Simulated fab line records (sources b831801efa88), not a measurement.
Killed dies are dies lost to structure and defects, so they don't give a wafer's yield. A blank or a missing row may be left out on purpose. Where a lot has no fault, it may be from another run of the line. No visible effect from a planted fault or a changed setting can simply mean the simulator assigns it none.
What tool caused it? ; flow sky130 ; 10 lots, 30 wafers sampled, at 2 steps of a route of 708

## WHAT THE GAUGES READ, wafer by wafer
SKY_POLY_GATE_THK_MEAS_04.
lot;measured;on;POLY_GATE_CVD_03_THK (nm)
L795;day 15 07:12;filmMetro-01;74.1 74.3 74.2
L796;day 15 13:50;filmMetro-04;75.4 74.8 74.8
L799;day 16 16:02;filmMetro-04;75.8 74.5 74.9
L800;day 16 23:35;filmMetro-04;74.3 74.2 74.3
L804;day 18 14:47;filmMetro-01;74.4 74.6 74.1
L810;day 20 13:57;filmMetro-04;75.1 74.4 74.3
L813;day 21 21:18;filmMetro-03;53.9 53.9 54.0
L814;day 22 03:10;filmMetro-01;54.1 54.0 54.8
L815;day 22 13:38;filmMetro-01;53.9 53.3 54.1
L816;day 22 16:11;filmMetro-04;54.7 54.4 54.2

## WHAT TOOL EACH LOT RAN ON (gives the tool, then ch and the chambers of the sampled wafers, and finally the start)
lot;SKY_POLY_GATE_CVD_03
L795;lpcvd-02 ch 1, day 15 05:49
L796;lpcvd-02 ch 1, day 15 12:28
L799;lpcvd-02 ch 1, day 16 14:40
L800;lpcvd-02 ch 0, day 16 21:32
L804;lpcvd-02 ch 0, day 18 13:26
L810;lpcvd-02 ch 0, day 20 12:35
L813;lpcvd-02 ch 1, day 21 19:56
L814;lpcvd-02 ch 1, day 22 01:49
L815;lpcvd-02 ch 1, day 22 11:35
L816;lpcvd-02 ch 0, day 22 14:50
- SKY_POLY_GATE_CVD_03: deposits Si3N4 from DCS/NH3, target thk 75 nm, time 1290 s.

## THE ANSWER, worked out from the rows above alone
Rule: usual is defined by the lots themselves. The widest of any qualifying gaps counts: lots, ordered by their means at a reading, are off when they make up no more than a third of the lots, leave a main group of 4 or more, and stand apart from it by 3 or more times the standard deviation of that group's means. A main group whose means are all the same, to the digits that the tables above print for the reading, isn't used. Also off: a lot with no number at a reading for which 4 or more lots have one. Any other lot the step has rows for is counted as sound.
No lot is off on any of the readings shown, so nothing can be concluded from this.

## WHAT THE SIMULATOR HAD PUT IN
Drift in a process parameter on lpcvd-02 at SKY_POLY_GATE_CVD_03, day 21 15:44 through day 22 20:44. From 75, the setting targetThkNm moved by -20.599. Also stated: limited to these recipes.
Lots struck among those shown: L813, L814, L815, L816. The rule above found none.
